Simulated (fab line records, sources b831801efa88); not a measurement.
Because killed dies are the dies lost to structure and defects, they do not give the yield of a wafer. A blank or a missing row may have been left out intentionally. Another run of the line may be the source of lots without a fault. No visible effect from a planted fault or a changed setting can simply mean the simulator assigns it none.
Chamber matching -- flow sky130 -- 4 sister chambers for SKY_FIELD_ISO_WET_ETCH_30 on wet bench-03
The step etches SiO2 in dHF, target depth 25 nm, time 50 s. 14 wafers are shown with their chamber, then 7 later ones without.

WAFERS PAIRED WITH THEIR CHAMBERS
wafer,chamber,bath heat duty pct (%),temp c (C)
L517.2,2,6.0,25.09
L517.3,2,6.0,25.13
L517.6,2,6.0,24.92
L521.2,3,6.5,25.01
L521.3,3,7.2,25.09
L521.5,3,6.3,25.14
L522.3,0,5.4,25.02
L522.4,0,5.6,24.92
L522.5,0,5.3,24.81
L530.1,1,6.3,25.02
L530.3,1,6.7,25.03
L530.5,1,6.3,25.01
L536.3,0,5.9,25.04
L536.5,0,5.2,24.89

SIGNATURES, as means of the wafers listed above
reading,chamber 0,chamber 1,chamber 2,chamber 3,scatter within a chamber
bath heat duty pct,5.480,6.433,6.000,6.667,0.293
temp c,24.9360,25.0200,25.0467,25.0800,0.0835
Rule: a wafer's distance from a chamber is the root of the sum, over the readings, of the square of ((its reading less the chamber's mean) divided by the reading's scatter). The wafer belongs to the nearest chamber; if the next one is less than 2 further off, it can't be placed. How the scatter is found: for the shown wafers, subtract from each reading the mean of its chamber, square and add these, divide the total by (wafers less chambers), then take the root.

WAFERS WHOSE CHAMBER IS MISSING
wafer,bath heat duty pct (%),temp c (C)
L536.6,5.4,25.14
L537.3,6.8,25.25
L537.4,6.9,25.06
L537.5,6.1,25.13
L539.1,6.9,25.02
L539.2,5.7,25.05
L539.3,6.5,25.00

WHICH CHAMBER EACH WENT THROUGH
wafer,from the rows above,in truth
L536.6,can't be placed: 2 or 0 or 1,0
L537.3,can't be placed: 3 or 1 or 2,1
L537.4,can't be placed: 3 or 1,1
L537.5,can't be placed: 2 or 1 or 3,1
L539.1,can't be placed: 3 or 1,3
L539.2,can't be placed: 2 or 0 or 1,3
L539.3,can't be placed: 1 or 3 or 2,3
Correctly placed: 0 of 7. These rows do not allow placing 7 (true chamber among the candidates in 6). Number placed wrongly: 0.
